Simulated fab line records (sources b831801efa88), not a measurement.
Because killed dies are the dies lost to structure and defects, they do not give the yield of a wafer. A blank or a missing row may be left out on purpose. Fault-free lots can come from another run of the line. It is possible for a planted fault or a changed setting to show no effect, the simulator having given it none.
fab line records -- flow sky130
record: lots: 6, wafers: 18, last_day: 50
route steps=708 shown FIELD_ISO@25 NWELL@32 DNWELL@35 PAD_OPEN@708
lots that met no fault: taken from a fault-free run of the same line
start_h: start of the lot's first displayed wafer, in hours after the record's first day -- wait_h: hours elapsed since this lot's preceding step -- " the same as in the row above -- L1.1+2: a row that stands for several wafers -- - either no value or no given start -- * or withheld: withheld -- < > ~ a bound
route shown NAME@n: names a module that has steps shown in the file, with the first one's number in the route -- usual: mean/standard deviation of fault-free wafers -- same: alike in all rows -- chamber/n: place in a boat -- sites: the reading at each site -- _std_site: their standard deviation -- _edge_site: mean of outer sites minus mean of inner sites -- radius_mm: for every site, how far away it sits from the centre of the wafer -- mask NAME#n: copy n -- behind: tool/chamber where the wafer was last shaped -- hold: reason for holding the lot/hours on hold/outcome of the hold -- device: transistor that didn't switch, given as n, p or np -- end of line: tests of these same wafers at the route's end -- where a step has no rows: the recipe by itself -- killed: not the wafer's yield, but the dies lost to structure and defects at the first sort -- map: per-die view of a wafer (x killed, . not killed, _ where there is no die)
set.NAME: setting as actually run; set.NAME@STEP: the setting as run at that earlier step -- model.NAME: the simulator's own value behind a step, which no gauge read
lots seen at some steps along the route; tables by step, rows by wafer
services: when a tool's chamber went out of use (start_h, in hours from the record's first day, below 0 if earlier), for how many hours, and the reason
== steps ==
step: SKY_FIELD_ISO_CVD_24
recipe: material: SiO2, target_thk_nm: 595, temp_c: 650, sigma_open_frac: 0.3, time_s: 99.2, sih4_flow_sccm: 60, pressure_mtorr: 6
step: SKY_FIELD_ISO_THK_MEAS_25
recipe: reads: SiO2_of_FIELD_ISO_CVD_24
usual: FIELD_ISO_CVD_24_THK: 600/6.4
lot.wafer,tool,chamber,start_h,wait_h,FIELD_ISO_CVD_24_THK[nm]
L314.1,film_metro-04,-,52.70,0.0,597
L314.2,film_metro-04,-,52.70,0.0,603
L314.3,film_metro-04,-,52.70,0.0,601
L317.1,film_metro-02,-,71.59,0.0,602
L317.3,film_metro-02,-,71.59,0.0,605
L317.6,film_metro-02,-,71.59,0.0,602
L320.3,film_metro-03,-,90.91,0.1,606
L320.4,film_metro-03,-,90.91,0.1,602
L320.5,film_metro-03,-,90.91,0.1,596
L323.1,film_metro-03,-,104.18,0.0,601
L323.3,film_metro-03,-,104.18,0.0,596
L323.6,film_metro-03,-,104.18,0.0,593
L324.2,film_metro-03,-,107.97,0.0,601
L324.3,film_metro-03,-,107.97,0.0,603
L324.4,film_metro-03,-,107.97,0.0,614
L333.2,film_metro-03,-,152.09,0.0,602
L333.5,film_metro-03,-,152.09,0.0,604
L333.6,film_metro-03,-,152.09,0.0,604
step: SKY_FIELD_ISO_ANNEAL_26
recipe: temp_c: 1000, time_s: 1800, ambient: N2
step: SKY_FIELD_ISO_CMP_27
recipe: stop_on: Si3N4, t_overpolish_s: 16, down_force_psi: 4, platen_rpm: 60, target_thk_nm: 457.8, pad_velocity_m_s: 0.94248
usual: motor_current_A: 12.3/1.2, overpolish_run_s: 16.000/0.008, time_to_endpoint_s: 116/4.1
lot.wafer,tool,chamber,start_h,wait_h,motor_current_A,overpolish_run_s,time_to_endpoint_s
L314.3,cmp-01,3,59.76,0.1,12.4,15.998,125
L314.1,cmp-01,0,59.76,0.1,12.9,16.000,118
L314.2,cmp-01,1,59.76,0.1,13.4,16.008,115
L317.3,cmp-02,3,78.19,0.1,11.1,16.004,112
L317.1,cmp-02,0,78.19,0.1,13.1,15.995,115
L317.6,cmp-02,3,78.19,0.1,11.3,15.996,110
L320.4,cmp-01,0,93.51,0.0,12.6,16.003,118
L320.3,cmp-01,3,93.51,0.0,11.7,15.981,121
L320.5,cmp-01,1,93.51,0.0,13.6,16.007,113
L323.3,cmp-01,1,105.88,0.1,13.5,15.987,116
L323.1,cmp-01,3,105.88,0.1,11.9,15.987,123
L323.6,cmp-01,0,105.88,0.1,12.0,15.993,120
L324.4,cmp-02,1,110.14,0.0,14.3,16.000,116
L324.3,cmp-02,3,110.14,0.0,10.9,16.001,115
L324.2,cmp-02,0,110.14,0.0,12.5,15.998,117
L333.2,cmp-01,0,154.37,0.1,12.2,16.004,119
L333.5,cmp-01,3,154.37,0.1,12.8,16.000,118
L333.6,cmp-01,0,154.37,0.1,12.6,16.001,117
step: SKY_FIELD_ISO_WET_ETCH_28
recipe: chemistry: dHF, target_depth_nm: 23.7, target: SiO2, dilution: 10:1, temp_c: 25, time_s: 47
step: SKY_FIELD_ISO_WET_ETCH_29
recipe: chemistry: H3PO4, target_depth_nm: 160, target: Si3N4, temp_c: 160, time_s: 1825
step: SKY_FIELD_ISO_WET_ETCH_30
recipe: chemistry: dHF, target_depth_nm: 25, target: SiO2, dilution: 10:1, temp_c: 25, time_s: 50
step: SKY_NWELL_CLEAN_00
recipe: chemistry: SC1/SC2, mix: 1:4:20, temp_c: 70, time_s: 150, dry: n2_spin
step: SKY_NWELL_OXIDATION_01
recipe: temp_c: 900, ambient: O2, stabilise_s: 600, purge_s: 300, target_thk_a: 100, ox_time_s: 1418
step: SKY_NWELL_THK_MEAS_02
recipe: reads: SiO2_of_NWELL_OXIDATION_01
usual: NWELL_OXIDATION_THK: 9.99/0.21
lot.wafer,tool,chamber,start_h,wait_h,NWELL_OXIDATION_THK[nm]
L314.1,film_metro-02,-,70.83,0.0,9.74
L314.2,film_metro-02,-,70.83,0.0,9.92
L314.3,film_metro-02,-,70.83,0.0,9.84
L317.1,film_metro-01,-,83.94,0.0,10.18
L317.3,film_metro-01,-,83.94,0.0,10.16
L317.6,film_metro-01,-,83.94,0.0,10.03
L320.3,film_metro-04,-,96.34,0.0,10.19
L320.4,film_metro-04,-,96.34,0.0,10.08
L320.5,film_metro-04,-,96.34,0.0,10.28
L323.1,film_metro-01,-,108.64,0.0,10.41
L323.3,film_metro-01,-,108.64,0.0,10.37
L323.6,film_metro-01,-,108.64,0.0,10.43
L324.2,film_metro-01,-,113.63,0.0,9.64
L324.3,film_metro-01,-,113.63,0.0,9.58
L324.4,film_metro-01,-,113.63,0.0,9.67
L333.2,film_metro-04,-,157.07,0.0,9.87
L333.5,film_metro-04,-,157.07,0.0,9.95
L333.6,film_metro-04,-,157.07,0.0,9.95
step: SKY_DNWELL_DEHYDRATE_00
recipe: temp_c: 200, time_s: 60
step: SKY_DNWELL_HMDS_01
recipe: prime_time_s: 60, prime_temp_c: 120
step: SKY_DNWELL_COAT_02
recipe: spin_rpm: 2000, resist_thk_nm: 3000
usual: chill_plate_temp_C: 23.02/0.095, dispense_pressure_kPa: 49/4.5, resist_line_temp_C: 23.00/0.1
lot.wafer,tool,chamber,start_h,wait_h,chill_plate_temp_C,dispense_pressure_kPa,resist_line_temp_C,model.coat_of_DNWELL_COAT_02.thk_nm
L314.1,litho_track-02,0,78.27,0.1,23.12,47,23.14,2995
L314.2,litho_track-02,0,78.27,0.1,23.10,47,23.03,2985
L314.3,litho_track-02,0,78.27,0.1,23.20,47,23.05,2996
L317.1,litho_track-03,0,91.11,0.1,23.22,44,22.97,3002
L317.3,litho_track-03,0,91.11,0.1,23.17,44,22.97,3004
L317.6,litho_track-03,0,91.11,0.1,23.08,44,22.95,3001
L320.3,litho_track-03,0,104.96,0.1,22.90,44,22.78,2737
L320.4,litho_track-03,0,104.96,0.1,23.08,44,23.00,2739
L320.5,litho_track-03,0,104.96,0.1,23.05,44,22.95,2748
L323.1,litho_track-03,0,117.06,0.1,22.97,44,23.03,2748
L323.3,litho_track-03,0,117.06,0.1,22.94,44,23.15,2758
L323.6,litho_track-03,0,117.06,0.1,22.95,44,23.09,2749
L324.2,litho_track-02,0,122.69,0.1,23.10,47,23.00,3004
L324.3,litho_track-02,0,122.69,0.1,23.04,47,23.00,3010
L324.4,litho_track-02,0,122.69,0.1,22.91,47,23.01,3006
L333.2,litho_track-04,0,167.18,0.1,23.11,54,23.05,3011
L333.5,litho_track-04,0,167.18,0.1,22.87,54,23.06,3009
L333.6,litho_track-04,0,167.18,0.1,23.04,54,23.04,3013
step: SKY_DNWELL_SOFTBAKE_03
recipe: temp_c: 110, time_s: withheld
step: SKY_DNWELL_EXPOSE_04
recipe: mask_id: DNM, na: 0.57, target_cd_nm: 3000, dose_mj: 222
step: SKY_DNWELL_PEB_05
recipe: temp_c: 115, time_s: withheld
step: SKY_DNWELL_DEVELOP_06
recipe: wall_angle_deg: 90, developer: TMAH, develop_time_s: 60, dev_temp_c: 23
usual: chill_plate_temp_C: 23.01/0.11, resist_line_temp_C: 23.00/0.095
lot.wafer,tool,chamber,start_h,wait_h,chill_plate_temp_C,resist_line_temp_C,model.coat_of_DNWELL_COAT_02.thk_nm
L314.1,litho_track-04,0,-,-,22.92,22.82,2991
L314.2,litho_track-04,0,-,-,22.87,23.08,2981
L314.3,litho_track-04,0,-,-,22.83,22.92,2992
L317.1,litho_track-02,0,-,-,23.08,22.92,2998
L317.3,litho_track-02,0,-,-,22.94,22.96,3000
L317.6,litho_track-02,0,-,-,22.94,23.03,2997
L320.3,litho_track-03,0,-,-,23.01,23.03,2732
L320.4,litho_track-03,0,-,-,22.92,23.08,2735
L320.5,litho_track-03,0,-,-,22.94,23.08,2744
L323.1,litho_track-02,0,-,-,23.07,23.05,2744
L323.3,litho_track-02,0,-,-,22.93,22.86,2753
L323.6,litho_track-02,0,-,-,22.94,22.81,2745
L324.2,litho_track-03,0,-,-,23.15,22.94,2999
L324.3,litho_track-03,0,-,-,23.13,22.91,3006
L324.4,litho_track-03,0,-,-,23.01,22.86,3001
L333.2,litho_track-04,0,-,-,23.02,23.02,3007
L333.5,litho_track-04,0,-,-,22.90,23.00,3004
L333.6,litho_track-04,0,-,-,23.08,23.11,3009
step: SKY_DNWELL_IMPLANT_07
recipe: species: P, energy_kev: withheld, dose_cm2: withheld, tilt_deg: withheld
step: SKY_DNWELL_STRIP_08
recipe: chemistry: O2/N2, power_w: 1400, pressure_mtorr: 1500, platen_temp_c: withheld, o2_flow_sccm: 3000, n2_flow_sccm: 300, overash_fraction: 0.5
usual: drypump_motor_current_A: 5.9/0.36, o2_flow_sccm: 2998/7.8, oes_product_au: 0.722/0.0047, strip_time_to_endpoint_s: 36.93/0.11
lot.wafer,tool,chamber,start_h,wait_h,drypump_motor_current_A,o2_flow_sccm,oes_product_au,rf_hours_counter_h,strip_time_to_endpoint_s
L314.1,plasma_asher-02,1,86.66,0.1,5.8,2993,0.737,40,36.86
L314.2,plasma_asher-02,0,86.66,0.1,6.5,3001,0.723,40,36.73
L314.3,plasma_asher-02,0,86.66,0.1,6.5,3003,0.720,-,36.86
L317.1,plasma_asher-01,1,100.42,0.1,5.3,3009,0.721,40,36.94
L317.3,plasma_asher-01,0,100.42,0.1,6.1,2996,0.716,-,36.95
L317.6,plasma_asher-01,1,100.42,0.1,5.3,2997,0.730,-,36.92
L320.3,plasma_asher-03,1,114.09,0.1,5.6,3011,0.720,-,33.92
L320.4,plasma_asher-03,0,114.09,0.1,5.9,3003,0.718,-,33.93
L320.5,plasma_asher-03,0,114.09,0.1,5.9,2987,0.715,-,34.06
L323.1,plasma_asher-02,0,126.87,0.1,6.5,3007,0.724,1,34.05
L323.3,plasma_asher-02,0,126.87,0.1,6.5,3004,0.720,-,34.14
L323.6,plasma_asher-02,0,126.87,0.1,6.5,3006,0.721,-,34.08
L324.2,plasma_asher-03,1,133.31,0.1,5.6,3001,0.721,35,36.96
L324.3,plasma_asher-03,0,133.31,0.1,5.9,2993,0.726,-,37.03
L324.4,plasma_asher-03,1,133.31,0.1,5.6,2995,0.722,-,36.98
L333.2,plasma_asher-03,0,177.35,0.1,5.9,3003,0.728,39,37.04
L333.5,plasma_asher-03,1,177.35,0.1,5.6,3003,0.720,-,37.02
L333.6,plasma_asher-03,0,177.35,0.1,5.9,3005,0.717,-,37.07
step: SKY_DNWELL_TW_MEAS_09
usual: DNWELL_TW: 1111/9.3
lot.wafer,tool,chamber,start_h,wait_h,DNWELL_TW
L314.1,film_metro-01,-,86.76,0.1,1107
L314.2,film_metro-01,-,86.76,0.1,1101
L314.3,film_metro-01,-,86.76,0.1,1099
L317.1,film_metro-02,-,100.52,0.1,1111
L317.3,film_metro-02,-,100.52,0.1,1110
L317.6,film_metro-02,-,100.52,0.1,1114
L320.3,film_metro-01,-,114.18,0.1,1105
L320.4,film_metro-01,-,114.18,0.1,1100
L320.5,film_metro-01,-,114.18,0.1,1100
L323.1,film_metro-04,-,126.97,0.1,1139
L323.3,film_metro-04,-,126.97,0.1,1137
L323.6,film_metro-04,-,126.97,0.1,1141
L324.2,film_metro-02,-,133.42,0.1,1105
L324.3,film_metro-02,-,133.42,0.1,1109
L324.4,film_metro-02,-,133.42,0.1,1105
L333.2,film_metro-04,-,177.46,0.1,1122
L333.5,film_metro-04,-,177.46,0.1,1127
L333.6,film_metro-04,-,177.46,0.1,1123
step: SKY_PAD_OPEN_PROBE_99
usual: killed_at_M0_to_M3: 43/6.8, killed_at_M4_up: 3.0/1.8, killed_at_contacts: 23/5.4, killed_at_front_end: 15/4.4, killed_at_other: 0.3/0.51, killed_dies: 85/9.2, killed_open: 47/6.8, killed_short: 39/6.8
same: gross_dies: 492, killed_at_back_side: 0
lot.wafer,tool,chamber,start_h,wait_h,killed_at_M0_to_M3,killed_at_M4_up,killed_at_contacts,killed_at_front_end,killed_at_other,killed_dies,killed_open,killed_short,model.etest.res_deep_nwell.width_nm
L314.1,prober-02,-,1112.87,0.1,44,1,32,23,1,101,57,44,2990
L314.2,prober-02,-,1112.92,0.1,33,6,22,24,0,85,42,43,3019
L314.3,prober-02,-,1112.97,0.2,42,2,26,17,1,88,41,47,3006
L317.1,prober-01,-,1130.78,0.1,40,2,24,14,0,80,47,33,2985
L317.3,prober-01,-,1130.88,0.2,48,1,40,14,0,103,58,45,2989
L317.6,prober-01,-,1131.03,0.2,55,5,20,13,0,93,49,44,3005
L320.3,prober-01,-,1147.17,0.2,43,1,22,25,0,91,48,43,3033
L320.4,prober-01,-,1147.22,0.2,38,4,26,18,0,86,43,43,3005
L320.5,prober-01,-,1147.27,0.2,46,1,24,13,0,84,46,38,3022
L323.1,prober-01,-,1155.84,0.1,40,4,24,15,1,84,39,45,3002
L323.3,prober-01,-,1155.94,0.2,40,0,30,14,0,84,44,40,3017
L323.6,prober-01,-,1156.09,0.2,42,4,26,17,0,89,51,37,3012
L324.2,prober-02,-,1162.83,0.1,44,5,22,16,1,88,53,35,3005
L324.3,prober-02,-,1162.88,0.2,36,1,22,19,0,78,43,35,3002
L324.4,prober-02,-,1162.93,0.2,37,2,23,26,0,88,50,38,3010
L333.2,prober-01,-,1199.59,0.1,41,2,26,10,0,79,38,41,2988
L333.5,prober-01,-,1199.74,0.2,50,1,25,12,0,88,41,47,2995
L333.6,prober-01,-,1199.79,0.2,58,2,30,13,0,103,49,54,2991
killed by level:class
L314.1 LI_CONTACT:geometric_particle:open=13 VIA1:geometric_particle:open=13 VIA3:geometric_particle:open=8 CONTACT:geometric_particle:open=7 FIELD_ISO:geometric_particle:open=6 POLY_GATE:geometric_particle:short=5 CONTACT:geometric_particle:short=5 VIA1:geometric_particle:short=5
L314.2 LI_CONTACT:geometric_particle:open=10 VIA1:geometric_particle:open=10 FIELD_ISO:geometric_particle:short=8 METAL4:geometric_particle:short=6 METAL2:geometric_particle:short=6 CONTACT:geometric_particle:open=5 POLY_GATE:geometric_particle:short=4 LI_CONTACT:geometric_particle:short=4
L314.3 VIA1:geometric_particle:open=10 CONTACT:geometric_particle:short=9 VIA3:geometric_particle:open=8 METAL2:geometric_particle:short=6 LOCAL_INTERCONNECT:geometric_particle:short=5 CONTACT:geometric_particle:open=5 POLY_GATE:geometric_particle:open=4 LI_CONTACT:geometric_particle:open=4
L317.1 VIA1:geometric_particle:open=9 VIA2:geometric_particle:open=9 LI_CONTACT:geometric_particle:open=7 CONTACT:geometric_particle:open=6 VIA1:geometric_particle:short=5 VIA3:geometric_particle:open=5 METAL2:geometric_particle:short=5 CONTACT:geometric_particle:short=4
L317.3 CONTACT:geometric_particle:open=15 VIA1:geometric_particle:open=11 LI_CONTACT:geometric_particle:open=11 VIA1:geometric_particle:short=9 VIA2:geometric_particle:open=7 CONTACT:geometric_particle:short=6 FIELD_ISO:geometric_particle:short=4 LOCAL_INTERCONNECT:geometric_particle:short=4
L317.6 VIA1:geometric_particle:open=10 VIA2:geometric_particle:open=9 METAL2:geometric_particle:short=9 VIA3:geometric_particle:open=7 LI_CONTACT:geometric_particle:open=6 CONTACT:geometric_particle:short=5 VIA1:geometric_particle:short=5 METAL4:geometric_particle:short=4
L320.3 VIA3:geometric_particle:open=10 CONTACT:geometric_particle:short=8 POLY_GATE:geometric_particle:open=7 POLY_GATE:geometric_particle:short=6 VIA2:geometric_particle:open=6 CONTACT:geometric_particle:open=6 METAL1:geometric_particle:short=5 VIA1:geometric_particle:open=5
L320.4 VIA1:geometric_particle:open=10 CONTACT:geometric_particle:open=8 POLY_GATE:geometric_particle:short=7 CONTACT:geometric_particle:short=7 LI_CONTACT:geometric_particle:open=7 POLY_GATE:geometric_particle:open=5 METAL1:geometric_particle:short=5 METAL2:geometric_particle:short=5
L320.5 LI_CONTACT:geometric_particle:open=10 VIA2:geometric_particle:open=10 VIA1:geometric_particle:open=8 METAL1:geometric_particle:short=7 CONTACT:geometric_particle:open=6 POLY_GATE:geometric_particle:short=5 METAL3:geometric_particle:short=5 LOCAL_INTERCONNECT:geometric_particle:short=4
L323.1 CONTACT:geometric_particle:open=9 VIA1:geometric_particle:short=8 VIA3:geometric_particle:open=7 VIA3:geometric_particle:short=5 POLY_GATE:geometric_particle:open=5 LI_CONTACT:geometric_particle:open=5 POLY_GATE:geometric_particle:short=4 METAL1:geometric_particle:short=4
L323.3 LI_CONTACT:geometric_particle:open=14 VIA1:geometric_particle:open=9 METAL1:geometric_particle:short=7 CONTACT:geometric_particle:short=6 VIA3:geometric_particle:open=6 FIELD_ISO:geometric_particle:short=5 LI_CONTACT:geometric_particle:short=5 METAL2:geometric_particle:short=4
L323.6 LI_CONTACT:geometric_particle:open=9 CONTACT:geometric_particle:open=9 VIA1:geometric_particle:open=8 METAL2:geometric_particle:short=8 POLY_GATE:geometric_particle:open=5 VIA1:geometric_particle:short=5 VIA3:geometric_particle:open=5 POLY_GATE:geometric_particle:short=4
L324.2 VIA1:geometric_particle:open=18 CONTACT:geometric_particle:open=11 VIA2:geometric_particle:open=8 FIELD_ISO:geometric_particle:short=6 FIELD_ISO:geometric_particle:open=5 LI_CONTACT:geometric_particle:open=5 VIA1:geometric_particle:short=5 POLY_GATE:geometric_particle:short=4
L324.3 VIA1:geometric_particle:open=9 LI_CONTACT:geometric_particle:open=8 CONTACT:geometric_particle:open=7 FIELD_ISO:geometric_particle:open=6 VIA1:geometric_particle:short=5 LOCAL_INTERCONNECT:geometric_particle:short=5 FIELD_ISO:geometric_particle:short=4 METAL1:geometric_particle:short=4
L324.4 VIA1:geometric_particle:open=11 CONTACT:geometric_particle:open=9 FIELD_ISO:geometric_particle:short=6 CONTACT:geometric_particle:short=6 VIA1:geometric_particle:short=6 POLY_GATE:geometric_particle:open=5 VIA3:geometric_particle:open=5 FIELD_ISO:geometric_particle:open=4
L333.2 METAL2:geometric_particle:short=10 CONTACT:geometric_particle:open=8 VIA1:geometric_particle:open=6 VIA3:geometric_particle:open=6 LOCAL_INTERCONNECT:geometric_particle:short=5 LI_CONTACT:geometric_particle:open=5 VIA2:geometric_particle:short=4 FIELD_ISO:geometric_particle:short=3
L333.5 LI_CONTACT:geometric_particle:open=8 METAL1:geometric_particle:short=8 CONTACT:geometric_particle:open=6 METAL3:geometric_particle:short=6 VIA2:geometric_particle:open=6 VIA3:geometric_particle:open=6 VIA1:geometric_particle:open=5 FIELD_ISO:geometric_particle:short=4
L333.6 VIA2:geometric_particle:open=12 METAL2:geometric_particle:short=11 LI_CONTACT:geometric_particle:open=9 CONTACT:geometric_particle:open=8 POLY_GATE:geometric_particle:short=7 METAL1:geometric_particle:short=7 VIA1:geometric_particle:open=7 CONTACT:geometric_particle:short=6
== services ==
tool,chamber,start_h,hours,kind
cmp-02,-,49.36,0.7,repair
cmp-01,-,51.42,2.6,repair
cmp-01,-,56.91,2.5,repair
cmp-01,-,63.52,0.3,repair
cmp-02,-,64.08,4.0,pm
plasma_asher-01,-,64.96,1.6,repair
cmp-02,-,68.08,-,consumable_replace:conditioner
cmp-02,-,68.08,-,consumable_replace:pad
cmp-01,-,85.51,2.0,repair
plasma_asher-02,-,94.73,0.6,repair
plasma_asher-01,-,95.22,2.8,pm
plasma_asher-02,-,108.75,9.0,pm
plasma_asher-02,0,108.75,12.9,vent_cycle
plasma_asher-02,1,108.75,12.9,vent_cycle
plasma_asher-02,-,111.51,10.1,repair
plasma_asher-02,0,117.75,-,clean
plasma_asher-02,1,117.75,-,clean
cmp-02,-,123.63,5.6,pm
cmp-01,-,129.53,7.6,pm
cmp-01,-,140.26,0.9,repair
== key ==
first_sign: step: SKY_DNWELL_STRIP_08, reading: strip_time_to_endpoint_s, direction: down, sigmas: 27, usual: *, struck: *
effect none on later readings
model_effect: step: SKY_DNWELL_COAT_02, value: coat_of_DNWELL_COAT_02.thk_nm, without: 2996, struck: 2747
model_effect: step: SKY_DNWELL_DEVELOP_06, value: coat_of_DNWELL_COAT_02.thk_nm, without: 2991, struck: 2742
model_effect: step: SKY_PAD_OPEN_PROBE_99, value: etest.res_deep_nwell.width_nm, without: 2994, struck: 3015
met_at SKY_DNWELL_COAT_02
struck_wafers L320.3,L320.4,L320.5,L323.1,L323.3,L323.6
tester_left_out L320,L323
onset_between 91.11 104.96
fault: kind: process_parameter_drift, tool: litho_track-03, chamber: -, onset_h: 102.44, steps: SKY_DNWELL_COAT_02, channel: resist_thk_nm, offset: -249.56, shape: step, end_h: 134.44, acts_in: these_recipes_only, stated: 3000
tester_left_out: of these lots the tester's yield and bins aren't shown, on N5 and GAA mostly nor the transistor test; their killed dies are dies lost to structure and defects alone, not to doping, threshold or leakage, so they don't give the yield
